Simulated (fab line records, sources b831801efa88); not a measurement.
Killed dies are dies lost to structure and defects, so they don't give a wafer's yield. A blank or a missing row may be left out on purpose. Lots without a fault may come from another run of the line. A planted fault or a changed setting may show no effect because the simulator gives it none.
fab line records | flow sfq_line
record lots=6 wafers=18 last_day=79
route steps=325 shown I2@117 M3@118
lots that met no fault: from a run of the same line without faults
start_h: hours from the record's first day to the start of the lot's first wafer shown | wait_h: hours since the lot's step before | " the same as in the row above | L1.1+2: a row that stands for several wafers | - no value, or no start given | * or withheld: withheld | < > ~ a bound
route shown NAME@n: a module of which the file shows steps, and the number in the route of the first | usual: mean/standard deviation of fault-free wafers | same: alike in all rows | chamber/n: place in a boat | sites: the reading at each site | _std_site: their standard deviation | _edge_site: outer sites' mean less inner sites' | radius_mm: how far each site lies from the wafer's centre | mask NAME#n: copy n | behind: the tool/chamber that last shaped the wafer | hold: why the lot was held/for how many hours/how that ended | device: the transistor (n, p or np) that didn't switch | end of line: the same wafers' tests at the end of the route | a step without rows: its recipe alone | killed: dies lost to structure and defects at the first sort, not the wafer's yield | map: a wafer's dies, x killed, . not, _ none there
set.NAME: the setting as run; set.NAME@STEP: as run at that earlier step | model.NAME: the simulator's own value behind a step, which no gauge read
lots at some steps of the route; a table a step, a row a wafer
services: from which hour (start_h, from the record's first day; less than 0 if before it) a tool's chamber was out of use, for how many hours, and why
## steps
# step SFQ_TRILAYER_I2_VIA_STRIP_SOLV_CLEAN_072
# recipe chemistry=NMP temp_c=70 time_s=600
# step SFQ_TRILAYER_M3_DEP_PRE_CLEAN_074
# recipe gas=Ar time_s=22.5 bias_v=250
# step SFQ_TRILAYER_M3_DEP_SPUTTER_073
# recipe material=Nb base_pressure_pa=1.33e-06 chamber_pressure_pa=0.1333 substrate_temp_c=20 resputter_cathode_voltage_v=400 target_thk_nm=200 power_w=2000 time_s=133.3
# usual throttle_valve_pct=29.9/1.1
# columns lot.wafer tool chamber start_h wait_h throttle_valve_pct
L892.1 pvd_sputter-03 - 893.55 0.0 30.8
L892.4 " - " " 29.0
L892.5 " - " " 30.4
L894.1 pvd_sputter-03 - 922.49 0.0 30.3
L894.3 " - " " 29.0
L894.5 " - " " 31.5
L900.2 pvd_sputter-05 - 986.13 0.0 30.0
L900.4 " - " " 28.8
L900.6 " - " " 31.3
L902.1 pvd_sputter-05 - 994.53 0.0 30.2
L902.5 " - " " 30.1
L902.6 " - " " 31.3
L904.3 pvd_sputter-05 - 1012.53 0.0 29.0
L904.5 " - " " 30.0
L904.6 " - " " 28.9
L905.1 pvd_sputter-05 - 1030.65 0.0 30.2
L905.4 " - " " 30.0
L905.5 " - " " 31.6
# step SFQ_M3_RS_MEAS_919
# recipe thk_meas_gauge=four-point-probe reads=Nb_of_TRILAYER_M3_DEP_SPUTTER_073
# usual M3_NB_RS=0.891/0.0095
# columns lot.wafer tool chamber start_h wait_h M3_NB_RS[ohm/sq]
L892.1 film_metro-01 - 893.64 0.0 0.887
L892.4 " - " " 0.886
L892.5 " - " " 0.895
L894.1 film_metro-01 - 922.58 0.0 0.899
L894.3 " - " " 0.908
L894.5 " - " " 0.896
L900.2 film_metro-01 - 986.24 0.1 0.897
L900.4 " - " " 0.903
L900.6 " - " " 0.896
L902.1 film_metro-02 - 994.62 0.0 0.896
L902.5 " - " " 0.887
L902.6 " - " " 0.879
L904.3 film_metro-01 - 1012.66 0.1 0.878
L904.5 " - " " 0.889
L904.6 " - " " 0.887
L905.1 film_metro-01 - 1030.74 0.0 0.870
L905.4 " - " " 0.881
L905.5 " - " " 0.872
# step SFQ_TRILAYER_M3_LITHO_COAT_080
# recipe resist=BARC spin_rpm=3000 resist_thk_nm=62
# step SFQ_TRILAYER_M3_LITHO_COAT_075
# recipe resist=KrF spin_rpm=3000 resist_thk_nm=600
# step SFQ_TRILAYER_M3_LITHO_SOFTBAKE_079
# recipe temp_c=withheld time_s=withheld resist=KrF
# step SFQ_TRILAYER_M3_LITHO_EXPOSE_076
# recipe mask_id=M3 na=0.6 source_shape=conventional sigma_outer=0.65 target_cd_nm=500 dose_mj=14.4
# step SFQ_TRILAYER_M3_LITHO_PEB_078
# recipe peb_temp_c=115 peb_time_s=60 resist=KrF
# step SFQ_TRILAYER_M3_LITHO_DEVELOP_077
# recipe time_s=60 resist=KrF
# step SFQ_M3_OVL_MEAS_921
# usual M3_OVL=1/4.5
# columns lot.wafer tool chamber start_h wait_h M3_OVL[nm]
L892.1 overlay-01 - 1009.13 0.1 1
L892.4 " - " " -4
L892.5 " - " " -3
L894.1 overlay-02 - 1039.26 0.1 5
L894.3 " - " " 4
L894.5 " - " " 2
L900.2 overlay-01 - 1098.06 0.1 0
L900.4 " - " " -1
L900.6 " - " " 4
L902.1 overlay-01 - 1106.46 0.1 3
L902.5 " - " " 0
L902.6 " - " " 4
L904.3 overlay-02 - 1124.47 0.1 10
L904.5 " - " " 5
L904.6 " - " " 10
L905.1 overlay-02 - 1144.39 0.1 0
L905.4 " - " " 1
L905.5 " - " " 2
# step SFQ_TRILAYER_M3_BARC_OPEN_METAL_ETCH_100
# recipe mask_material=PR chemistry=O2 target_depth_nm=125 target=BARC icp_w=600 bias_w=80 pressure_mtorr=10 time_s=41.7
# usual drypump_motor_current_A=5.9/0.53 oes_product_au=0.685/0.0046 run_length_s=69.7/0.54
# columns lot.wafer tool chamber start_h wait_h drypump_motor_current_A oes_product_au rf_hours_counter_h run_length_s model.KrF_of_TRILAYER_M3_LITHO_COAT_075.thk_nm
L892.1 rie_metal-01 0 1009.17 0.0 5.9 0.687 66 69.6 524
L892.4 " 0 " " 5.8 0.727 - 67.1 526.9
L892.5 " 0 " " 5.9 0.720 - 67.5 528.5
L894.1 rie_metal-01 0 1039.29 0.0 5.8 0.684 70 69.7 522.7
L894.3 " 0 " " 5.8 0.689 - 70.3 524.4
L894.5 " 0 " " 5.8 0.734 - 66.8 528.1
L900.2 rie_metal-01 1 1098.09 0.0 6.1 0.683 103 69.7 524.8
L900.4 " 1 " " 6.1 0.684 - 69.0 526
L900.6 " 1 " " 6.1 0.685 - 69.1 525.7
L902.1 rie_metal-03 0 1106.49 0.0 6.3 0.681 136 69.2 524
L902.5 " 0 " " 6.3 0.686 - 69.4 520.8
L902.6 " 1 " " 6.4 0.683 - 68.9 521.6
L904.3 rie_metal-03 1 1124.51 0.0 6.4 0.683 - 69.7 522.6
L904.5 " 0 " " 6.3 0.682 - 69.3 521.8
L904.6 " 1 " " 6.4 0.682 - 69.3 522.5
L905.1 rie_metal-03 0 1144.43 0.0 6.3 0.685 144 69.4 522.9
L905.4 " 1 " " 6.4 0.682 - 69.2 522.4
L905.5 " 1 " " 6.4 0.685 - 69.4 522
# step SFQ_TRILAYER_M3_ETCH_METAL_ETCH_078
# recipe target=Nb stop_on=SiO2 mask_material=PR chemistry=Cl2/Ar target_depth_nm=240 icp_w=600 bias_w=80 pressure_mtorr=10 time_s=120
# usual drypump_motor_current_A=5.9/0.53 oes_product_au=0.894/0.0068 run_length_s=148.0/0.54
# columns lot.wafer tool chamber start_h wait_h drypump_motor_current_A oes_product_au rf_hours_counter_h run_length_s
L892.1 rie_metal-01 0 1009.23 0.0 5.8 0.896 66 148.6
L892.4 " 0 " " 5.8 0.898 - 147.9
L892.5 " 0 " " 5.9 0.888 - 148.1
L894.1 rie_metal-01 0 1039.35 0.0 5.9 0.892 70 148.4
L894.3 " 0 " " 5.9 0.884 - 148.2
L894.5 " 0 " " 5.9 0.895 - 148.1
L900.2 rie_metal-01 1 1098.15 0.0 6.1 0.891 103 147.7
L900.4 " 1 " " 6.1 0.877 - 147.6
L900.6 " 1 " " 6.1 0.898 - 147.3
L902.1 rie_metal-03 0 1106.55 0.0 6.3 0.891 136 147.9
L902.5 " 0 " " 6.3 0.894 - 147.8
L902.6 " 1 " " 6.5 0.899 - 147.5
L904.3 rie_metal-03 1 1124.59 0.1 6.4 0.904 - 147.2
L904.5 " 0 " " 6.3 0.892 - 148.1
L904.6 " 1 " " 6.5 0.888 - 147.4
L905.1 rie_metal-03 0 1144.49 0.0 6.3 0.916 144 147.4
L905.4 " 1 " " 6.5 0.898 - 147.6
L905.5 " 1 " " 6.5 0.897 - 147.7
## services
# columns tool chamber start_h hours kind
pvd_sputter-05 - 893.93 3.2 repair
pvd_sputter-03 - 894.96 2.1 repair
pvd_sputter-03 - 903.39 2.5 repair
pvd_sputter-05 - 968.35 3.2 repair
rie_metal-01 - 1082.09 14.6 pm
pvd_sputter-03 1 1104.59 - consumable_replace:kit
pvd_sputter-03 1 1104.59 18.0 scheduled_down
pvd_sputter-03 1 1104.59 18.0 vent_cycle
rie_metal-03 1 1107.29 2.8 repair
## key
first_sign step=SFQ_TRILAYER_M3_BARC_OPEN_METAL_ETCH_100 reading=oes_product_au direction=up sigmas=9.1 usual=0.685 struck=0.727
effect step=SFQ_TRILAYER_M3_BARC_OPEN_METAL_ETCH_100 reading=run_length_s direction=down sigmas=4.8 usual=* struck=*
model_effect step=SFQ_TRILAYER_M3_BARC_OPEN_METAL_ETCH_100 value=KrF_of_TRILAYER_M3_LITHO_COAT_075.thk_nm without=524.3 struck=527.8
met_at SFQ_TRILAYER_M3_BARC_OPEN_METAL_ETCH_100
struck_wafers L892.4,L892.5,L894.5
fault kind=process_parameter_drift tool=rie_metal-01 chamber=- onset_h=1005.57 steps=SFQ_TRILAYER_M3_BARC_OPEN_METAL_ETCH_100 channel=time_s offset=* shape=step end_h=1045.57 scope=struck_wafers_only acts_in=* stated=*
